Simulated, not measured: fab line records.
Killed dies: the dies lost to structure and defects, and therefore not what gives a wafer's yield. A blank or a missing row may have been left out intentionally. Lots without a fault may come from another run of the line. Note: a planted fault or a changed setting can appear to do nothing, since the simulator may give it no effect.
Which tool did it? :: flow gf180mcu :: 17 wafers from 6 lots sampled at 2 of the route's 602 steps

== WHAT THE GAUGES SHOWED, per wafer ==
GF_STI_THK_MEAS_24.
lot: L169
measured: day 2 09:31
on: film-metro-02
STI_CVD_23_THK (nm): 644 635 642

lot: L171
measured: day 2 18:50
on: film-metro-01
STI_CVD_23_THK (nm): 655 652 641

lot: L173
measured: day 3 07:07
on: film-metro-02
STI_CVD_23_THK (nm): 649 653 659

lot: L179
measured: day 4 11:35
on: film-metro-01
STI_CVD_23_THK (nm): 659 656 661

lot: L181
measured: day 4 22:20
on: film-metro-04
STI_CVD_23_THK (nm): 402 646

lot: L184
measured: day 5 15:14
on: film-metro-01
STI_CVD_23_THK (nm): 646 642 659

== EACH LOT AND THE TOOL THAT RAN IT (in order: tool; ch and the chambers of the sampled wafers; start) ==
lot: L169
GF_STI_CVD_23: hdpcvd-02 ch 1,2, day 2 09:25

lot: L171
GF_STI_CVD_23: hdpcvd-01 ch 1,2, day 2 18:46

lot: L173
GF_STI_CVD_23: hdpcvd-01 ch 1,2, day 3 06:59

lot: L179
GF_STI_CVD_23: hdpcvd-02 ch 1,2, day 4 11:31

lot: L181
GF_STI_CVD_23: hdpcvd-02 ch 1,2, day 4 22:15

lot: L184
GF_STI_CVD_23: hdpcvd-01 ch 0,1,2, day 5 15:10
- GF_STI_CVD_23: deposits SiO2, target thk 650 nm, time 108.3 s.

== THE ANSWER, worked out from the rows above alone ==
Rule: the lots themselves supply what counts as usual. The widest of any qualifying gaps counts: lots, ordered by their means at a reading, are off when they make up no more than a third of the lots, leave a main group of 4 or more, and stand apart from it by 3 or more times the standard deviation of that group's means. A main group whose means are all the same, to the digits that the tables above print for the reading, isn't used. A lot without any number at a reading at which 4 lots or more have one is off too. Any other lot the step has rows for is counted as sound.
Off: L181, at GF_STI_THK_MEAS_24 (STI_CVD_23_THK). For the main group the mean is 650 nm and the standard deviation 6.1.
A tool fits if, at a process step before that reading, it ran every lot that is off, and no sound lot after the first of them. Those tools and the gauges at GF_STI_THK_MEAS_24 are tried in the same way. Can't be told from this: 2 tools fit, hdpcvd-02 at GF_STI_CVD_23, film-metro-04 at GF_STI_THK_MEAS_24.

== WHAT HAD BEEN PUT IN BY THE SIMULATOR ==
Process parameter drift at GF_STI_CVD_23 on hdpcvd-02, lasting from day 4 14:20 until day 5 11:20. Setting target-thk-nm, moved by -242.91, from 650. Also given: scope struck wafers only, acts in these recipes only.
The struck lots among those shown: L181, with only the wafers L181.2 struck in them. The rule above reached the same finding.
